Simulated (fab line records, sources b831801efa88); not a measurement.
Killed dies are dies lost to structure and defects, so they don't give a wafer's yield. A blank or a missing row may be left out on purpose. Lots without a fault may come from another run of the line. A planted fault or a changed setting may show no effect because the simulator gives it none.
Which tool did it? | flow gf180mcu | 24 lots, 72 wafers sampled, at 6 steps of a route of 602

WHAT THE GAUGES READ, wafer by wafer
GF_V5_THK_MEAS_01.
lot  | measured     | on            | V5_CVD_00_THK (nm)
L074 | day 26 07:44 | film_metro-04 | 303 293 303
L075 | day 26 10:52 | film_metro-02 | 302 301 297
L076 | day 26 22:02 | film_metro-02 | 303 296 301
L077 | day 27 16:09 | film_metro-04 | 300 295 297
L078 | day 27 18:49 | film_metro-02 | 306 301 298
L079 | day 28 02:44 | film_metro-01 | 304 298 305
L080 | day 28 08:47 | film_metro-01 | 310 309 299
L081 | day 28 17:17 | film_metro-01 | 303 296 303
L082 | day 28 21:35 | film_metro-04 | 304 307 301
L083 | day 29 01:06 | film_metro-01 | 306 298 305
L084 | day 29 11:02 | film_metro-02 | 305 303 297
L085 | day 30 00:11 | film_metro-04 | 303 302 297
L086 | day 30 06:37 | film_metro-02 | 302 302 302
L087 | day 30 09:14 | film_metro-01 | 298 301 302
L088 | day 30 12:14 | film_metro-04 | 304 305 307
L089 | day 30 23:35 | film_metro-04 | 297 298 298
L090 | day 31 02:31 | film_metro-04 | 294 302 302
L091 | day 31 09:05 | film_metro-04 | 303 301 306
L092 | day 31 18:43 | film_metro-04 | 298 293 298
L093 | day 31 19:14 | film_metro-02 | 304 299 299
L094 | day 32 01:05 | film_metro-02 | 302 307 303
L095 | day 32 09:13 | film_metro-01 | 301 300 307
L096 | day 32 10:26 | film_metro-02 | 300 302 296
L097 | day 32 19:36 | film_metro-04 | 300 301 304

GF_TOP_METAL_THK_MEAS_06: measures by xrf.
lot  | measured     | on            | TOP_METAL_ALCU_THK (nm)
L074 | day 27 06:37 | film_metro-02 | 900 879 881
L075 | day 27 09:30 | film_metro-03 | 892 915 891
L076 | day 27 20:46 | film_metro-03 | 923 892 933
L077 | day 28 14:11 | film_metro-02 | 896 899 896
L078 | day 28 17:40 | film_metro-03 | 891 888 897
L079 | day 29 00:36 | film_metro-02 | 895 910 907
L080 | day 29 06:11 | film_metro-01 | 879 881 886
L081 | day 29 15:04 | film_metro-02 | 866 856 878
L082 | day 29 18:55 | film_metro-01 | 892 890 894
L083 | day 29 22:20 | film_metro-01 | 894 902 886
L084 | day 30 08:31 | film_metro-03 | 898 905 891
L085 | day 30 21:26 | film_metro-02 | 891 887 892
L086 | day 31 03:23 | film_metro-02 | 889 872 864
L087 | day 31 05:36 | film_metro-02 | 885 900 882
L088 | day 31 09:07 | film_metro-02 | 885 882 878
L089 | day 31 19:28 | film_metro-03 | 874 874 901
L090 | day 31 22:49 | film_metro-02 | 891 889 895
L091 | day 32 05:01 | film_metro-03 | 898 884 902
L092 | day 32 13:04 | film_metro-01 | 895 909 891
L093 | day 32 14:22 | film_metro-03 | 903 902 902
L094 | day 32 20:25 | film_metro-03 | 908 876 906
L095 | day 33 03:53 | film_metro-02 | 884 888 900
L096 | day 33 05:01 | film_metro-01 | 886 891 895
L097 | day 33 14:08 | film_metro-02 | 884 880 882

GF_TOP_METAL_OVL_MEAS_15.
lot  | measured     | on         | TOP_METAL_OVL (nm)
L074 | day 28 02:25 | overlay-01 | -0.7 -0.9 -0.9
L075 | day 28 05:44 | overlay-01 | 2.1 -0.5 1.1
L076 | day 28 16:46 | overlay-01 | 0.7 1.0 1.2
L077 | day 29 09:32 | overlay-01 | -0.7 -1.9 -1.4
L078 | day 29 12:55 | overlay-01 | 0.4 1.9 -0.9
L079 | day 29 19:31 | overlay-02 | -2.3 -1.0 0.4
L080 | day 30 00:01 | overlay-02 | -0.4 -2.6 -4.0
L081 | day 30 09:37 | overlay-01 | 0.2 1.4 -0.2
L082 | day 30 13:55 | overlay-02 | -2.7 -3.2 -3.6
L083 | day 30 16:32 | overlay-01 | 0.5 2.5 0.4
L084 | day 31 02:10 | overlay-01 | 0.6 1.8 0.6
L085 | day 31 14:56 | overlay-02 | -2.6 -3.4 -0.6
L086 | day 31 20:07 | overlay-02 | -0.8 -2.4 -1.2
L087 | day 31 22:10 | overlay-01 | 0.9 -0.2 0.0
L088 | day 32 02:05 | overlay-01 | 1.0 -0.2 0.3
L089 | day 32 11:43 | overlay-01 | -2.1 -0.8 -2.1
L090 | day 32 14:22 | overlay-01 | 0.9 -0.1 0.2
L091 | day 32 21:37 | overlay-01 | -2.9 0.0 -0.5
L092 | day 33 04:55 | overlay-02 | 0.3 -1.3 0.3
L093 | day 33 06:16 | overlay-01 | -1.4 -0.9 -1.3
L094 | day 33 11:55 | overlay-02 | -3.4 -3.8 -3.2
L095 | day 33 19:16 | overlay-02 | 0.7 -2.8 1.5
L096 | day 33 19:55 | overlay-02 | 0.8 -0.8 0.0
L097 | day 34 05:25 | overlay-01 | 1.7 1.5 1.0

GF_PASSIVATION_THK_MEAS_01.
lot  | measured     | on            | PASSIVATION_CVD_00_THK (nm)
L074 | day 28 03:15 | film_metro-04 | 984 1015 1011
L075 | day 28 06:34 | film_metro-03 | 977 1004 996
L076 | day 28 17:36 | film_metro-01 | 986 985 994
L077 | day 29 10:22 | film_metro-01 | 1002 1031 1000
L078 | day 29 13:44 | film_metro-01 | 1003 996 988
L079 | day 29 20:25 | film_metro-03 | 982 975 992
L080 | day 30 00:53 | film_metro-01 | 980 1001 994
L081 | day 30 10:29 | film_metro-03 | 1002 1004 1020
L082 | day 30 14:45 | film_metro-03 | 1008 990 1019
L083 | day 30 17:24 | film_metro-01 | 973 993 1005
L084 | day 31 03:05 | film_metro-03 | 982 1013 1002
L085 | day 31 15:52 | film_metro-04 | 996 1021 1010
L086 | day 31 20:59 | film_metro-04 | 991 976 1000
L087 | day 31 23:07 | film_metro-03 | 986 1014 1005
L088 | day 32 03:11 | film_metro-03 | 991 1012 1000
L089 | day 32 12:34 | film_metro-03 | 993 972 982
L090 | day 32 15:12 | film_metro-01 | 977 976 1018
L091 | day 32 22:29 | film_metro-01 | 983 989 1013
L092 | day 33 05:51 | film_metro-04 | 997 1025 1006
L093 | day 33 07:05 | film_metro-01 | 1018 1031 1017
L094 | day 33 12:52 | film_metro-04 | 1017 983 1001
L095 | day 33 20:11 | film_metro-01 | 972 1013 993
L096 | day 33 20:46 | film_metro-01 | 998 1004 1023
L097 | day 34 06:14 | film_metro-01 | 987 1016 1022

WHICH TOOL RAN EACH LOT (tool, then ch and the chambers of the sampled wafers, then the start)
lot  | GF_MIM_CVD_05                   | GF_V5_CMP_04
L074 | pecvd-04 ch 0,1,2, day 24 11:58 | cmp-01 ch 2,3, day 26 07:57
L075 | pecvd-02 ch 0,1,2, day 24 15:05 | cmp-02 ch 0,1, day 26 11:03
L076 | pecvd-04 ch 0,1, day 25 04:13   | cmp-02 ch 2,3, day 26 22:19
L077 | pecvd-02 ch 0,1, day 25 21:05   | cmp-02 ch 1,2, day 27 16:24
L078 | pecvd-04 ch 0,1,2, day 26 00:31 | cmp-02 ch 0,1,2, day 27 19:06
L079 | pecvd-02 ch 1, day 26 09:02     | cmp-01 ch 0,1, day 28 02:57
L080 | pecvd-01 ch 0,2, day 26 15:17   | cmp-01 ch 1,2,3, day 28 09:03
L081 | pecvd-02 ch 0,1,2, day 27 00:19 | cmp-01 ch 0,1,2, day 28 17:38
L082 | pecvd-01 ch 1,2, day 27 04:26   | cmp-01 ch 0,1,3, day 28 21:49
L083 | pecvd-04 ch 0,1, day 27 08:17   | cmp-01 ch 0,1,2, day 29 01:20
L084 | pecvd-01 ch 1,2, day 27 18:40   | cmp-02 ch 1,2,3, day 29 11:16
L085 | pecvd-04 ch 0,1,2, day 28 08:42 | cmp-02 ch 0,1,3, day 30 00:32
L086 | pecvd-02 ch 1,2, day 28 15:25   | cmp-02 ch 0,1, day 30 06:50
L087 | pecvd-04 ch 0,1,2, day 28 17:51 | cmp-01 ch 0,1, day 30 09:29
L088 | pecvd-02 ch 0,2, day 28 21:28   | cmp-02 ch 0,3, day 30 12:28
L089 | pecvd-04 ch 0,1,2, day 29 08:56 | cmp-01 ch 0,1,3, day 30 23:49
L090 | pecvd-01 ch 0,1,2, day 29 12:23 | cmp-02 ch 0,1, day 31 02:47
L091 | pecvd-04 ch 0,1,2, day 29 18:30 | cmp-02 ch 1,2,3, day 31 09:34
L092 | pecvd-01 ch 0,1,2, day 30 05:37 | cmp-02 ch 0,2,3, day 31 19:05
L093 | pecvd-01 ch 1,2, day 30 07:31   | cmp-01 ch 1,2,3, day 31 19:28
L094 | pecvd-02 ch 0,1, day 30 12:49   | cmp-02 ch 0,3, day 32 01:21
L095 | pecvd-04 ch 0,1, day 30 22:04   | cmp-01 ch 2,3, day 32 09:27
L096 | pecvd-01 ch 1,2, day 30 23:29   | cmp-01 ch 0,3, day 32 10:54
L097 | pecvd-01 ch 0,1,2, day 31 08:02 | cmp-02 ch 0,3, day 32 19:50
- GF_MIM_CVD_05: deposits Si3N4, target thk 42 nm, time 29.086 s.
- GF_V5_CMP_04: polishes SiO2.

WHAT THE TOOLS THEMSELVES READ (means of the sampled wafers that have a number; where no wafer has one, the mark that the record gives instead)
GF_MIM_CVD_05.
lot  | tool     | heater_power_w (W) | rf_fwd_power_W (W) | susceptor_temp_C (C)
L074 | pecvd-04 | 614                | 444.4              | 385.02
L075 | pecvd-02 | 689                | 444.2              | 384.93
L076 | pecvd-04 | 613                | 447.2              | 384.93
L077 | pecvd-02 | 753                | 444.2              | 385.15
L078 | pecvd-04 | 650                | 446.1              | 384.74
L079 | pecvd-02 | 743                | 442.2              | 384.92
L080 | pecvd-01 | 590                | 443.0              | 385.08
L081 | pecvd-02 | 670                | 445.5              | 384.98
L082 | pecvd-01 | 588                | 444.5              | 385.11
L083 | pecvd-04 | 590                | 445.6              | 384.99
L084 | pecvd-01 | 627                | 441.7              | 384.98
L085 | pecvd-04 | 675                | 445.8              | 385.01
L086 | pecvd-02 | 777                | 444.2              | 385.08
L087 | pecvd-04 | 650                | 444.6              | 384.90
L088 | pecvd-02 | 638                | 441.7              | 384.69
L089 | pecvd-04 | 601                | 444.8              | 384.82
L090 | pecvd-01 | 581                | 443.6              | 384.95
L091 | pecvd-04 | 681                | 445.4              | 384.96
L092 | pecvd-01 | 624                | 444.5              | 384.71
L093 | pecvd-01 | 607                | 442.1              | 384.89
L094 | pecvd-02 | 752                | 444.3              | 385.16
L095 | pecvd-04 | 530                | 445.1              | 385.20
L096 | pecvd-01 | 632                | 441.5              | 384.86
L097 | pecvd-01 | 571                | 442.8              | 385.03

GF_V5_CMP_04.
lot  | tool   | motor_current_A (A)
L074 | cmp-01 | 13.1
L075 | cmp-02 | 11.9
L076 | cmp-02 | 12.5
L077 | cmp-02 | 12.7
L078 | cmp-02 | 12.0
L079 | cmp-01 | 13.2
L080 | cmp-01 | 13.2
L081 | cmp-01 | 12.9
L082 | cmp-01 | 13.0
L083 | cmp-01 | 13.0
L084 | cmp-02 | 12.5
L085 | cmp-02 | 11.9
L086 | cmp-02 | 12.3
L087 | cmp-01 | 13.5
L088 | cmp-02 | 11.5
L089 | cmp-01 | 12.9
L090 | cmp-02 | 11.8
L091 | cmp-02 | 12.7
L092 | cmp-02 | 12.2
L093 | cmp-01 | 13.2
L094 | cmp-02 | 12.4
L095 | cmp-01 | 12.7
L096 | cmp-01 | 12.5
L097 | cmp-02 | 11.6

THE ANSWER, worked out from the rows above alone
Rule: what is usual is taken from the lots themselves. Put in order of their means at a reading, lots are off if they are a third of the lots or fewer, leave a main group of 4 or more, and stand apart from it by a gap of 3 or more times the standard deviation of the main group's means; of several such gaps the widest counts. A main group whose means are all the same, to the digits that the tables above print for the reading, isn't used. A lot without any number at a reading at which 4 lots or more have one is off too. The other lots that the step has rows for count as sound. The gauges are gone through in route order, then the tools' own readings, and for those a lot's mean is taken as printed above. The first step at which some lot is off is used, and at that step the reading that is off furthest; a lot without a number counts as furthest.
No lot is off at any reading shown: from this, nothing can be told.

WHAT THE SIMULATOR HAD PUT IN
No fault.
